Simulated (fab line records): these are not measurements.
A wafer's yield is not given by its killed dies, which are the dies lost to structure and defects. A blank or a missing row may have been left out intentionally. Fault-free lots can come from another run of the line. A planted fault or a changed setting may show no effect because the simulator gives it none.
Which of the tools did it? ; flow gf180mcu ; 14 lots with 42 wafers sampled at 4 steps, on a route of 602 steps

## WHAT THE GAUGES READ, wafer by wafer
GF_NSD_OVL_MEAS_08. Usual: NSD_OVL gives 0.3 nm (standard deviation 1.5).
lot;measured;on;NSD_OVL (nm);flag
L307;day 14 17:58;overlay-01;0.0 0.3 0.0;
L308;day 15 01:02;overlay-02;-0.3 -0.9 -0.8;
L309;day 15 10:44;overlay-01;2.1 2.8 3.8;
L310;day 15 22:11;overlay-02;-0.9 -1.0 -0.1;
L312;day 16 10:46;overlay-02;0.0 2.0 1.4;
L313;day 16 18:44;overlay-02;0.9 0.4 -1.3;
L314;day 17 10:16;overlay-01;-2.9 -0.7 -2.3;
L315;day 17 13:13;overlay-01;-0.2 0.1 0.4;
L316;day 17 19:53;overlay-02;3.0 2.5 3.2;
L317;day 18 03:53;overlay-01;1.2 3.0 0.9;
L319;day 18 21:07;overlay-02;0.6 -0.4 -2.3;
L322;day 19 21:31;overlay-02;1.7 2.8 2.4;
L325;day 21 00:47;overlay-01;-0.1 1.3 1.7;
L326;day 21 08:17;overlay-02;0.4 0.0 0.0;

GF_PSD_OVL_MEAS_08. Usual: PSD_OVL gives 0.3 nm (standard deviation 1.2).
lot;measured;on;PSD_OVL (nm);flag
L307;day 15 16:01;overlay-01;-0.3 -2.0 -0.3;
L308;day 15 23:08;overlay-02;0.4 1.3 0.1;
L309;day 16 08:50;overlay-01;-0.4 1.2 0.4;
L310;day 16 20:41;overlay-01;-0.8 -1.2 1.5;
L312;day 17 10:46;overlay-01;0.0 0.1 -0.1;
L313;day 17 17:59;overlay-01;0.5 -0.7 0.4;
L314;day 18 09:46;overlay-02;-1.3 0.3 -0.7;
L315;day 18 13:07;overlay-02;0.2 -0.7 0.6;
L316;day 18 20:49;overlay-01;-90.9 -92.7 -91.4;OFF
L317;day 19 04:16;overlay-01;-92.8 -95.6 -93.4;OFF
L319;day 19 21:56;overlay-02;-93.5 -91.1 -93.4;OFF
L322;day 20 21:40;overlay-01;0.3 1.1 1.2;
L325;day 22 00:53;overlay-01;-91.4 -92.0 -92.7;OFF
L326;day 22 08:02;overlay-01;-0.1 -0.4 0.9;

## WHAT TOOL EACH LOT RAN ON (gives the tool, then ch and the chambers of the sampled wafers, and finally the start)
lot;GF_PSD_SOFTBAKE_03;GF_PSD_EXPOSE_04
L307;lithoTrack-04 ch 0, day 15 05:09;ilineStepper-02 ch 0, day 15 05:18
L308;lithoTrack-02 ch 0, day 15 12:21;ilineStepper-01 ch 0, day 15 12:37
L309;lithoTrack-02 ch 0, day 15 21:40;ilineStepper-02 ch 0, day 15 21:56
L310;lithoTrack-04 ch 0, day 16 09:15;ilineStepper-02 ch 0, day 16 09:23
L312;lithoTrack-04 ch 0, day 16 22:39;ilineStepper-02 ch 0, day 16 22:56
L313;lithoTrack-04 ch 0, day 17 06:26;ilineStepper-02 ch 0, day 17 06:34
L314;lithoTrack-04 ch 0, day 17 21:39;ilineStepper-02 ch 0, day 17 21:48
L315;lithoTrack-04 ch 0, day 18 00:51;ilineStepper-02 ch 0, day 18 01:00
L316;lithoTrack-03 ch 0, day 18 08:28;ilineStepper-02 ch 0, day 18 08:37
L317;lithoTrack-04 ch 0, day 18 15:50;ilineStepper-02 ch 0, day 18 15:58
L319;lithoTrack-02 ch 0, day 19 09:36;ilineStepper-02 ch 0, day 19 09:52
L322;lithoTrack-04 ch 0, day 20 09:09;ilineStepper-01 ch 0, day 20 09:18
L325;lithoTrack-04 ch 0, day 21 12:57;ilineStepper-02 ch 0, day 21 13:13
L326;lithoTrack-02 ch 0, day 21 20:18;ilineStepper-01 ch 0, day 21 20:34
- GF_PSD_SOFTBAKE_03: time 61.61 s.
- GF_PSD_EXPOSE_04: exposes mask Pplus, target cd 400 nm.

## AS READ BY THE TOOLS THEMSELVES (means over the sampled wafers that have a number; for cases with no such wafer, the mark the record gives instead)
GF_PSD_SOFTBAKE_03. Usual: plateSensorTCentreC 90.758 C, standard deviation 0.011; plateSensorTEdgeC 90.829 C, standard deviation 0.01.
lot;tool;plateSensorTCentreC (C);plateSensorTEdgeC (C);flag
L307;lithoTrack-04;90.750;90.833;
L308;lithoTrack-02;90.765;90.829;
L309;lithoTrack-02;90.746;90.828;
L310;lithoTrack-04;90.757;90.834;
L312;lithoTrack-04;90.756;90.836;
L313;lithoTrack-04;90.754;90.825;
L314;lithoTrack-04;90.754;90.818;
L315;lithoTrack-04;90.749;90.834;
L316;lithoTrack-03;90.755;90.839;
L317;lithoTrack-04;90.764;90.839;
L319;lithoTrack-02;90.751;90.828;
L322;lithoTrack-04;90.764;90.836;
L325;lithoTrack-04;90.765;90.832;
L326;lithoTrack-02;90.761;90.833;

## THE ANSWER, worked out from the rows above alone
Rule: take the mean of a lot's wafers that have a number; if it is more than 3 standard deviations from the usual mean, the lot is off. Also off: a lot with no number at a reading for which 4 or more lots have one. Where the step has rows for the other lots, those lots are counted as sound. Order of review: gauges by route order, followed by the tools' own readings, for which a lot's mean as printed above is used. The first step at which some lot is off is used, and at that step the reading that is off furthest; a lot without a number counts as furthest.
Off: at GF_PSD_OVL_MEAS_08 (PSD_OVL), L316, L317, L319, L325.
If a tool, at a process step before that reading, ran all the lots that are off and no sound lot after the first of them, it fits. Gauges at GF_PSD_OVL_MEAS_08: tried the same way as those tools. One fits: ilineStepper-02 at GF_PSD_EXPOSE_04. A fault onset in the window from L315 (day 18 01:00, its last sound lot) to L316 (day 18 08:37, its first lot off) fits.

## WHAT THE SIMULATOR PUT IN
Scanner matching overlay: ilineStepper-02, from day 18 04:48 on, at GF_PSD_EXPOSE_04. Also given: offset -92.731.
Struck lots among those shown: L316, L317, L319, L325. The same result came from the rule above.
